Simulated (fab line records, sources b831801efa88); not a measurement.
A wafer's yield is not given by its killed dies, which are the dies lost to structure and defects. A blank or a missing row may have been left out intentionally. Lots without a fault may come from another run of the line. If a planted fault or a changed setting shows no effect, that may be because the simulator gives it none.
A struck lot beside a sound one    flow gf180mcu    34 steps out of a route of 602
Sound: wafers L714.1, L714.3, L714.5. Struck: wafers L717.1, L717.2, L717.5. The cause is named last.
At each step with rows: each side's tool, then ch and its chambers, then its first start. Under that, the readings that differ: sound wafers    struck wafers    difference of the means    sigmas: that difference in standard deviations of wafers without a fault.
alike: readings whose means differ by less than 2 such deviations, and words and numbers that are the same on both sides. not compared: withheld readings, readings that some wafer has no value for, bounds like >300 that may hide the same value, and numbers for which the record gives no deviation and whose values overlap.
The two part at a step that has a row with sigmas, a row that says differs or no value, or rows on one side only. Numbers that have no deviation but don't overlap get no sigmas and don't part them. Lack of a reading on every wafer of one side parts them only where that side has two or more wafers.

GF_POLY_GATE_OVL_MEAS_11:
  sound: overlay-01 at day 9 20:20; struck: overlay-01 at day 10 16:15
  alike: POLY_GATE_OVL
GF_POLY_GATE_ETCH_12: etches BARC in N2/H2.
  sound on rie_diel-03 ch 0,1,2, day 9 20:22; struck on rie_diel-03 ch 1,2,3, day 10 16:17
  alike: drypump_motor_current_A, h2_flow_sccm, oes_product_au, throttle_valve_pct
GF_POLY_GATE_ETCH_13: etches poly-Si in HBr/Cl2, stops on SiO2, target depth 198.5 nm, time 69.6 s.
  sound on rie_si-01 ch 0,1,2, day 9 20:25; struck on rie_si-01 ch 1,2,3, day 10 16:20
  alike: drypump_motor_current_A, oes_product_au, throttle_valve_pct
  not compared: rf_hours_counter_h
GF_POLY_GATE_STRIP_14: strips in O2/N2.
  sound on plasma_asher-02 ch 0,1, day 9 20:28; struck on plasma_asher-04 ch 0,1, day 10 16:23
  alike: drypump_motor_current_A, heater_power_w, o2_flow_sccm, oes_product_au
  not compared: rf_hours_counter_h
then, 2 steps without rows for these wafers: GF_POLY_GATE_CLEAN_15 (cleans in SC1/SC2, time 150 s); GF_POLY_GATE_OXIDATION_16 (stabilise 600 s, purge 300 s, target thk 4 nm).
GF_POLY_GATE_THK_MEAS_17:
  sound: film_metro-03 at day 9 22:15; struck: film_metro-01 at day 10 17:47
  alike: POLY_GATE_OXIDATION_THK
GF_POLY_GATE_CD_MEAS_18:
  sound: cd_sem-02 at day 9 22:19; struck: cd_sem-01 at day 10 17:51
  alike: cd_nm
then, 4 steps without rows for these wafers: GF_HV_LDD_DEHYDRATE_00 (time 60 s); GF_HV_LDD_HMDS_01 (prime time 60 s); GF_HV_LDD_COAT_02 (resist thk 1000 nm); GF_HV_LDD_SOFTBAKE_03 (time 60 s).
GF_HV_LDD_EXPOSE_04: exposes mask Nplus LV AREA, target cd 400 nm.
  sound on iline_stepper-01 ch 0, day 10 07:17; struck on iline_stepper-02 ch 0, day 11 03:14
reading               sound                                            struck                                           difference  sigmas
mask                  Nplus_LV_AREA#0 Nplus_LV_AREA#0 Nplus_LV_AREA#0  Pplus_LV_AREA#0 Pplus_LV_AREA#0 Pplus_LV_AREA#0  differs     
focus_offset_nm (nm)  0.4 0.4 0.6                                      -1.3 -0.8 -0.2                                   -1.2        -3
then, 2 steps without rows for these wafers: GF_HV_LDD_PEB_05; GF_HV_LDD_DEVELOP_06 (develop time 60 s).
GF_HV_LDD_CD_MEAS_07: the cd target is 400 nm.
  sound: cd_sem-01 at day 10 16:13; struck: cd_sem-01 at day 11 12:13
reading     sound              struck  difference                     sigmas
cd_nm (nm)  397.2 399.2 399.9  - - -   no value on the struck wafers  
GF_HV_LDD_OVL_MEAS_08:
  sound: overlay-01 at day 10 16:20; struck: overlay-01 at day 11 12:20
reading          sound        struck  difference                     sigmas
HV_LDD_OVL (nm)  0.7 0.0 1.7  - - -   no value on the struck wafers  
after that, 1 step had no rows for these wafers: GF_HV_LDD_IMPLANT_09.
GF_HV_LDD_STRIP_10: strips in O2/N2.
  sound on plasma_asher-03 ch 0,1, day 10 16:31; struck on plasma_asher-04 ch 0,1, day 11 12:31
  alike: drypump_motor_current_A, heater_power_w, o2_flow_sccm, oes_product_au, strip_time_to_endpoint_s
  not compared: rf_hours_counter_h
GF_HV_LDD_TW_MEAS_11:
  sound: film_metro-01 at day 10 16:40; struck: film_metro-01 at day 11 12:37
reading    sound           struck    difference  sigmas
HV_LDD_TW  2391 2407 2405  30 30 30  -2371       -99 or more
then, 7 steps without rows for these wafers: GF_HV_LDD_DEHYDRATE_12 (time 60 s); GF_HV_LDD_HMDS_13 (prime time 60 s); GF_HV_LDD_COAT_14 (resist thk 1000 nm); GF_HV_LDD_SOFTBAKE_15 (time 60 s); GF_HV_LDD_EXPOSE_16 (exposes mask Pplus LV AREA, target cd 400 nm); GF_HV_LDD_PEB_17; GF_HV_LDD_DEVELOP_18 (develop time 60 s).
GF_HV_LDD_CD_MEAS_19: the cd target is 400 nm.
  sound: cd_sem-02 at day 11 11:34; struck: cd_sem-01 at day 12 07:37
  alike: cd_nm
GF_HV_LDD_OVL_MEAS_20:
  sound: overlay-01 at day 11 11:41; struck: overlay-02 at day 12 07:44
  alike: HV_LDD_01_OVL
after that, 1 step had no rows for these wafers: GF_HV_LDD_IMPLANT_21.
GF_HV_LDD_STRIP_22: strips in O2/N2.
  sound on plasma_asher-04 ch 1, day 11 11:52; struck on plasma_asher-01 ch 0,1, day 12 07:55
  alike: drypump_motor_current_A, heater_power_w, o2_flow_sccm, oes_product_au, strip_time_to_endpoint_s
  not compared: rf_hours_counter_h
GF_HV_LDD_TW_MEAS_23:
  sound: film_metro-02 at day 11 11:58; struck: film_metro-01 at day 12 08:01
reading      sound           struck          difference  sigmas
HV_LDD_2_TW  1060 1059 1052  2433 2433 2435  +1377       +99 or more
then, 1 step without rows for these wafers: GF_HV_LDD_DEHYDRATE_24 (time 60 s).
-- here the record skips 18 days between the struck wafers' starts before and after, leaving off in module HV_LDD and picking up in module PASSIVATION (first step shown: number 602 of the route) --
GF_PASSIVATION_PROBE_99:
  the record has rows for the struck wafers here (prober-02, day 30 16:57) and none for the sound ones

== WHERE THEY PART ==
First at GF_HV_LDD_EXPOSE_04; last, within this record, at GF_PASSIVATION_PROBE_99.

WHY: what had been put in by the simulator
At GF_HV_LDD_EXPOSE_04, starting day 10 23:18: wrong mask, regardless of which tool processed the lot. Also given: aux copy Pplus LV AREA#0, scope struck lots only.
